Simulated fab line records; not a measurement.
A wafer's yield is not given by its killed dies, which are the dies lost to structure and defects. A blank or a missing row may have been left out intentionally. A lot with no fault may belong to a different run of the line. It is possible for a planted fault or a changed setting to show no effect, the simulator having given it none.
Which tool did it? | flow sfq-line | 14 lots, 42 wafers sampled, at 6 steps of a route of 325

== WHAT THE GAUGES READ, wafer by wafer ==
The record holds no reading of a measuring or inspecting step that can be judged against a usual standard deviation.

== EACH LOT AND THE TOOL THAT RAN IT (in order: tool; ch and the chambers of the sampled wafers; start) ==
lot  | SFQ_TRILAYER_I1_METRO_MEASURE_047 | SFQ_TRILAYER_I2_DEP_PECVD_063   | SFQ_TRILAYER_I3_CMP_CMP_082   | SFQ_TRILAYER_I3_METRO_MEASURE_083 | SFQ_TRILAYER_I3_VIA_ETCH_VIA_ETCH_088 | SFQ_TRILAYER_M4_ETCH_METAL_ETCH_096
L377 | film-metro-04, day 23 23:35       | pecvd-03 ch 0,2, day 24 07:47   | cmp-02 ch 0,1,2, day 38 15:08 | film-metro-02, day 38 18:10       | rie-diel-04 ch 0,2,3, day 44 10:05    | rie-metal-01 ch 0,1, day 44 16:20
L378 | film-metro-02, day 24 06:18       | pecvd-01 ch 0,2, day 24 14:04   | cmp-01 ch 1,2,3, day 39 00:41 | film-metro-02, day 39 03:00       | rie-diel-02 ch 1,2,3, day 44 17:17    | rie-metal-03 ch 1, day 45 00:52
L379 | film-metro-01, day 24 10:54       | pecvd-03 ch 0,1,2, day 24 20:02 | cmp-02 ch 0,1,3, day 39 08:38 | film-metro-04, day 39 11:46       | rie-diel-04 ch 1,2,3, day 45 02:53    | rie-metal-03 ch 0,1, day 50 12:10
L380 | film-metro-04, day 24 14:25       | pecvd-03 ch 0,2, day 24 22:43   | cmp-02 ch 0,1,2, day 39 18:38 | film-metro-04, day 39 20:58       | rie-diel-01 ch 0,3, day 45 09:22      | rie-metal-01 ch 0,1, day 50 22:48
L386 | film-metro-01, day 27 04:36       | pecvd-01 ch 0,2, day 29 06:21   | cmp-02 ch 1,2, day 42 21:46   | film-metro-04, day 43 01:05       | rie-diel-04 ch 0,2,3, day 48 08:17    | rie-metal-03 ch 0,1, day 54 03:26
L387 | film-metro-01, day 29 00:05       | pecvd-03 ch 0,1,2, day 29 15:57 | cmp-02 ch 0,2,3, day 43 00:46 | film-metro-02, day 43 03:53       | rie-diel-02 ch 0,1,2, day 48 13:05    | rie-metal-01 ch 0,1, day 54 05:50
L391 | film-metro-04, day 31 15:28       | pecvd-04 ch 0,1, day 38 08:23   | cmp-01 ch 0,1,3, day 45 00:13 | film-metro-02, day 45 03:20       | rie-diel-04 ch 2,3, day 50 13:20      | rie-metal-04 ch 0,1, day 56 03:32
L394 | film-metro-01, day 32 13:42       | pecvd-03 ch 0,1, day 39 07:10   | cmp-02 ch 0,1, day 46 03:34   | film-metro-01, day 46 07:05       | rie-diel-01 ch 0,1,3, day 51 21:43    | rie-metal-01 ch 1, day 57 04:52
L395 | film-metro-02, day 33 04:32       | pecvd-04 ch 0,1,2, day 39 20:05 | cmp-01 ch 0,3, day 46 12:10   | film-metro-04, day 46 15:29       | rie-diel-01 ch 2,3, day 52 03:43      | rie-metal-04 ch 0,1, day 57 13:15
L396 | film-metro-01, day 33 07:56       | pecvd-04 ch 0,1, day 39 22:33   | cmp-01 ch 1,2, day 46 15:10   | film-metro-04, day 46 18:17       | rie-diel-02 ch 0,2, day 52 06:05      | rie-metal-03 ch 0,1, day 57 15:39
L397 | film-metro-01, day 33 12:08       | pecvd-04 ch 0,1,2, day 40 05:44 | cmp-02 ch 1,2,3, day 46 22:05 | film-metro-02, day 47 00:13       | rie-diel-01 ch 1,2, day 52 07:17      | rie-metal-04 ch 0,1, day 57 18:03
L398 | film-metro-02, day 33 15:10       | pecvd-01 ch 0,1,2, day 40 09:31 | cmp-01 ch 0,2, day 52 11:18   | film-metro-01, day 52 14:25       | rie-diel-02 ch 1,3, day 52 17:57      | rie-metal-01 ch 0,1, day 58 08:35
L399 | film-metro-02, day 33 22:20       | pecvd-04 ch 0,1,2, day 40 18:08 | cmp-01 ch 0,1,2, day 52 23:48 | film-metro-04, day 53 02:25       | rie-diel-01 ch 0,2,3, day 53 06:05    | rie-metal-03 ch 0,1, day 58 18:36
L400 | film-metro-01, day 34 01:56       | pecvd-01 ch 0,2, day 40 19:10   | cmp-02 ch 2,3, day 53 01:40   | film-metro-02, day 53 04:17       | rie-diel-04 ch 0,1,2, day 53 07:49    | rie-metal-04 ch 0,1, day 58 19:48
- SFQ_TRILAYER_I1_METRO_MEASURE_047
- SFQ_TRILAYER_I2_DEP_PECVD_063: deposits SiO2 from SiH4/N2O, time 111.11 s, target thk 500 nm.
- SFQ_TRILAYER_I3_CMP_CMP_082: polishes SiO2.
- SFQ_TRILAYER_I3_METRO_MEASURE_083
- SFQ_TRILAYER_I3_VIA_ETCH_VIA_ETCH_088: etches SiO2 in CHF3, stops on Nb, target depth 260 nm.
- SFQ_TRILAYER_M4_ETCH_METAL_ETCH_096: etches Nb in Cl2/Ar, stops on SiO2, target depth 240 nm, time 120 s.

== AS READ BY THE TOOLS THEMSELVES (means over the sampled wafers that have a number; for cases with no such wafer, the mark the record gives instead) ==
SFQ_TRILAYER_I1_METRO_MEASURE_047.
lot  | tool          | thk-nm (nm)
L377 | film-metro-04 | 201.5
L378 | film-metro-02 | 201.5
L379 | film-metro-01 | 200.5
L380 | film-metro-04 | 201.0
L386 | film-metro-01 | 201.2
L387 | film-metro-01 | 199.1
L391 | film-metro-04 | 199.7
L394 | film-metro-01 | 199.7
L395 | film-metro-02 | 200.2
L396 | film-metro-01 | 198.8
L397 | film-metro-01 | 200.7
L398 | film-metro-02 | 199.6
L399 | film-metro-02 | 200.3
L400 | film-metro-01 | 199.8

SFQ_TRILAYER_I2_DEP_PECVD_063.
lot  | tool     | heater-power-w (W) | susceptor-temp-C (C) | throttle-valve-pct (%)
L377 | pecvd-03 | 75                 | 150.10               | 27.0
L378 | pecvd-01 | 94                 | 149.90               | 23.5
L379 | pecvd-03 | 73                 | 149.96               | 26.8
L380 | pecvd-03 | 76                 | 149.90               | 26.2
L386 | pecvd-01 | 99                 | 149.96               | 23.9
L387 | pecvd-03 | 78                 | 149.92               | 26.9
L391 | pecvd-04 | 73                 | 149.91               | 25.3
L394 | pecvd-03 | 73                 | 150.05               | 27.7
L395 | pecvd-04 | 75                 | 150.05               | 25.1
L396 | pecvd-04 | 65                 | 149.84               | 25.1
L397 | pecvd-04 | 76                 | 149.98               | 25.2
L398 | pecvd-01 | 86                 | 149.95               | 25.1
L399 | pecvd-04 | 79                 | 149.93               | 25.3
L400 | pecvd-01 | 83                 | 149.92               | 24.9

SFQ_TRILAYER_I3_CMP_CMP_082.
lot  | tool   | motor-current-A (A) | time-to-endpoint-s (s)
L377 | cmp-02 | 11.1                | 214
L378 | cmp-01 | 10.2                | 204
L379 | cmp-02 | 9.9                 | 207
L380 | cmp-02 | 11.1                | 214
L386 | cmp-02 | 11.4                | 207
L387 | cmp-02 | 10.2                | 214
L391 | cmp-01 | 9.1                 | 214
L394 | cmp-02 | 10.6                | 216
L395 | cmp-01 | 8.4                 | 213
L396 | cmp-01 | 10.1                | 222
L397 | cmp-02 | 10.2                | 214
L398 | cmp-01 | 9.8                 | 212
L399 | cmp-01 | 10.0                | 219
L400 | cmp-02 | 10.5                | 218

SFQ_TRILAYER_I3_METRO_MEASURE_083.
lot  | tool          | thk-nm (nm)
L377 | film-metro-02 | 200.9
L378 | film-metro-02 | 199.9
L379 | film-metro-04 | 200.5
L380 | film-metro-04 | 200.3
L386 | film-metro-04 | 212.9
L387 | film-metro-02 | 206.2
L391 | film-metro-02 | 199.0
L394 | film-metro-01 | 199.4
L395 | film-metro-04 | 200.7
L396 | film-metro-04 | 200.6
L397 | film-metro-02 | 200.5
L398 | film-metro-01 | 201.0
L399 | film-metro-04 | 200.0
L400 | film-metro-02 | 200.9

SFQ_TRILAYER_I3_VIA_ETCH_VIA_ETCH_088.
lot  | tool        | drypump-motor-current-A (A) | oes-product-au (a.u.)
L377 | rie-diel-04 | 5.2                         | 0.854
L378 | rie-diel-02 | 5.8                         | 0.853
L379 | rie-diel-04 | 5.6                         | 0.859
L380 | rie-diel-01 | 5.6                         | 0.857
L386 | rie-diel-04 | 5.2                         | 0.885
L387 | rie-diel-02 | 5.8                         | 0.868
L391 | rie-diel-04 | 5.5                         | 0.852
L394 | rie-diel-01 | 5.7                         | 0.860
L395 | rie-diel-01 | 6.0                         | 0.862
L396 | rie-diel-02 | 5.4                         | 0.857
L397 | rie-diel-01 | 6.1                         | 0.859
L398 | rie-diel-02 | 5.8                         | 0.859
L399 | rie-diel-01 | 5.9                         | 0.858
L400 | rie-diel-04 | 5.3                         | 0.856

SFQ_TRILAYER_M4_ETCH_METAL_ETCH_096.
lot  | tool         | drypump-motor-current-A (A) | oes-product-au (a.u.)
L377 | rie-metal-01 | 6.3                         | 0.896
L378 | rie-metal-03 | 6.0                         | 0.899
L379 | rie-metal-03 | 6.1                         | 0.890
L380 | rie-metal-01 | 6.3                         | 0.894
L386 | rie-metal-03 | 6.0                         | 0.893
L387 | rie-metal-01 | 6.3                         | 0.894
L391 | rie-metal-04 | 5.6                         | 0.892
L394 | rie-metal-01 | 5.9                         | 0.895
L395 | rie-metal-04 | 5.6                         | 0.892
L396 | rie-metal-03 | 6.0                         | 0.898
L397 | rie-metal-04 | 5.3                         | 0.897
L398 | rie-metal-01 | 6.1                         | 0.893
L399 | rie-metal-03 | 6.1                         | 0.884
L400 | rie-metal-04 | 5.3                         | 0.908

== THE ANSWER, worked out from the rows above alone ==
Rule: the usual values come from the lots themselves. Put in order of their means at a reading, lots are off if they are a third of the lots or fewer, leave a main group of 4 or more, and stand apart from it by a gap of 3 or more times the standard deviation of the main group's means; of several such gaps the widest counts. A main group whose means are all the same, to the digits that the tables above print for the reading, isn't used. Also off: a lot with no number at a reading for which 4 or more lots have one. Where the step has rows for the other lots, those lots are counted as sound. Order of review: gauges by route order, followed by the tools' own readings, for which a lot's mean as printed above is used. The first step at which some lot is off is used, and at that step the reading that is off furthest; a lot without a number counts as furthest.
Off: L386, L387, at SFQ_TRILAYER_I3_METRO_MEASURE_083 (thk-nm). For the main group the mean is 200.3 nm and the standard deviation 0.6.
If a tool, at that step or one of the process steps before it, ran each lot that is off and ran no sound lot following the first of them, it fits. No candidate that was tried fits.

== WHAT THE SIMULATOR PUT IN ==
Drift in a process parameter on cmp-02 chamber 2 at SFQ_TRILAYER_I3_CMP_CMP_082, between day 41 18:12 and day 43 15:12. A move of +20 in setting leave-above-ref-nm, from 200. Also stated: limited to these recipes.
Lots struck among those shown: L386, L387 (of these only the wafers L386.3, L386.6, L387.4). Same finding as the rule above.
